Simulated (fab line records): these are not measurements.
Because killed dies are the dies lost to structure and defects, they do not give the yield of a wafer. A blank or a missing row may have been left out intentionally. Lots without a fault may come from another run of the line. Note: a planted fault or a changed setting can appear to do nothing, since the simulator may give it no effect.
One fault through the eyes of 2 desks || flow gf180mcu || each desk holds nothing but its own numbers, with what lay behind them at the end

TOOL OWNER'S DESK, pecvd-01
The tool's own readings at GF_V1_CVD_02 (deposits SiO2 from TEOS, target thk 850 nm, time 94.851 s): means of the sampled wafers that have a number, for each lot that ran on this tool. If a lot's mean is further than 4 standard deviations from the usual mean, the lot is out of limits and carries the mark OUT (the distance appears in the brackets).
Columns: A = heater power w at GF_V1_CVD_02, usual 629 W
{"lot": "L383", "first seen here": "day 18 15:16", "A": 603}
{"lot": "L385", "first seen here": "day 19 08:43", "A": 609}
{"lot": "L387", "first seen here": "day 20 05:06", "A": 567}
{"lot": "L397", "first seen here": "day 23 18:03", "A": 555}
{"lot": "L399", "first seen here": "day 24 06:25", "A": 543}
Result from this desk: across the 5 lots, nothing is out of limits.

FROM THE METROLOGY DESK
What the gauges read, lot by lot, whatever tool the lot ran on: means of the sampled wafers that have a number. If a lot's mean is further than 4 standard deviations from the usual mean, the lot is out of limits and carries the mark OUT (the distance appears in the brackets).
Columns: A = V1_CVD_02_THK at GF_V1_THK_MEAS_03, usual 852 nm
{"lot": "L382", "first seen here": "day 18 07:37", "A": 845}
{"lot": "L383", "first seen here": "day 18 15:20", "A": 850}
{"lot": "L385", "first seen here": "day 19 08:47", "A": 844}
{"lot": "L387", "first seen here": "day 20 05:11", "A": 848}
{"lot": "L389", "first seen here": "day 21 05:22", "A": 863}
{"lot": "L392", "first seen here": "day 22 03:16", "A": 859}
{"lot": "L397", "first seen here": "day 23 18:07", "A": 845}
{"lot": "L399", "first seen here": "day 24 06:30", "A": 818}
{"lot": "L400", "first seen here": "day 24 14:50", "A": 850}
{"lot": "L401", "first seen here": "day 24 22:44", "A": 850}
{"lot": "L402", "first seen here": "day 25 09:38", "A": 847}
Result from this desk: across the 11 lots, nothing is out of limits.

BROUGHT TOGETHER
The tool owner's desk saw nothing out of limits.
The metrology desk saw nothing out of limits.

WHAT WAS PUT IN BY THE SIMULATOR
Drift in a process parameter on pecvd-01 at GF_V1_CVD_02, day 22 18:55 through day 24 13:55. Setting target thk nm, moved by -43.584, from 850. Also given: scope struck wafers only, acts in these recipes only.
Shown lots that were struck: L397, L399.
